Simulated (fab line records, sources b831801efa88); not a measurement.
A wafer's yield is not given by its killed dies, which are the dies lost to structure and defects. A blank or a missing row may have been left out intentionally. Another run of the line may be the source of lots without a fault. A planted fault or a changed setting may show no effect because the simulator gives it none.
Comparing a struck lot with a sound one -- flow sky130 -- 14 steps out of a route of 708
Sound: these wafers, L708.1, L708.2, L708.3. Struck: wafers L716.4, L716.5, L716.6. The cause is named last.
At each step with rows: each side's tool, then ch and its chambers, then its first start. Under that, the readings that differ: sound wafers -- struck wafers -- difference of the means -- sigmas: that difference in standard deviations of wafers without a fault.
alike: words and numbers the same on both sides, and readings whose means are apart by under 2 such deviations; not compared: readings that were withheld, readings missing a value for some wafer, numbers with overlapping values and no deviation given by the record, and bounds like >300 which may hide the same value.
Wherever a step has rows on one side only, a row that says differs or no value, or a row with sigmas, the two part there. Numbers that have no deviation but don't overlap get no sigmas and don't part them. A reading missing from all wafers of one side parts the sides only when that side holds two or more wafers.

SKY_POLY_GATE_ETCH_17: etches poly-Si in HBr/Cl2, stops on SiO2, target depth 180 nm, time 70.5 s.
  sound on rie si-01 ch 1,2,3, day 17 01:58; struck on rie si-01 ch 0,1,2, day 19 20:19
  alike: drypump motor current A, mfc cl2 sccm, oes product au, throttle valve pct
  not compared: rf hours counter h
SKY_POLY_GATE_STRIP_18: strips in O2/N2.
  sound on plasma asher-04 ch 0,1, day 17 02:01; struck on plasma asher-04 ch 0,1, day 19 20:25
  alike: drypump motor current A, n2 flow sccm, oes product au, strip time to endpoint s
  not compared: rf hours counter h
then, 2 steps without rows for these wafers: SKY_POLY_GATE_CLEAN_19 (cleans in SC1/SC2, time 150 s); SKY_POLY_GATE_OXIDATION_20 (stabilise 600 s, purge 300 s, target thk 4 nm).
SKY_POLY_GATE_THK_MEAS_21:
  sound: film metro-03 at day 17 05:07; struck: film metro-01 at day 19 21:49
  alike: POLY_GATE_OXIDATION_THK
SKY_POLY_GATE_CD_MEAS_22:
  sound: cd sem-01 at day 17 05:11; struck: cd sem-01 at day 19 21:55
  alike: cd nm
then, 6 steps without rows for these wafers: SKY_LDD_N_DEHYDRATE_00 (time 60 s); SKY_LDD_N_HMDS_01 (prime time 60 s); SKY_LDD_N_COAT_02 (resist thk 300 nm); SKY_LDD_N_SOFTBAKE_03 (time 60 s); SKY_LDD_N_EXPOSE_04 (exposes mask NTM, target cd 840 nm); SKY_LDD_N_PEB_05.
SKY_LDD_N_DEVELOP_06: develop time 60 s.
  sound on litho track-02 ch 0, day 18 09:58; struck on litho track-04, day 21 04:06
  no value came back on the struck wafers for chill plate temp C (C), develop time s (s); on the sound wafers chill plate temp C (C) reads 22.90 22.83 22.76
SKY_LDD_N_OVL_MEAS_07:
  sound: overlay-01 at day 18 10:07; struck: overlay-01 at day 21 04:11
reading,sound,struck,difference,sigmas
LDD_N_OVL (nm),0.6 -1.6 -0.8,- - -,no value on the struck wafers,

WHERE THEY PART
First at SKY_LDD_N_DEVELOP_06; last, within this record, at SKY_LDD_N_OVL_MEAS_07.

WHY: what had been put in by the simulator
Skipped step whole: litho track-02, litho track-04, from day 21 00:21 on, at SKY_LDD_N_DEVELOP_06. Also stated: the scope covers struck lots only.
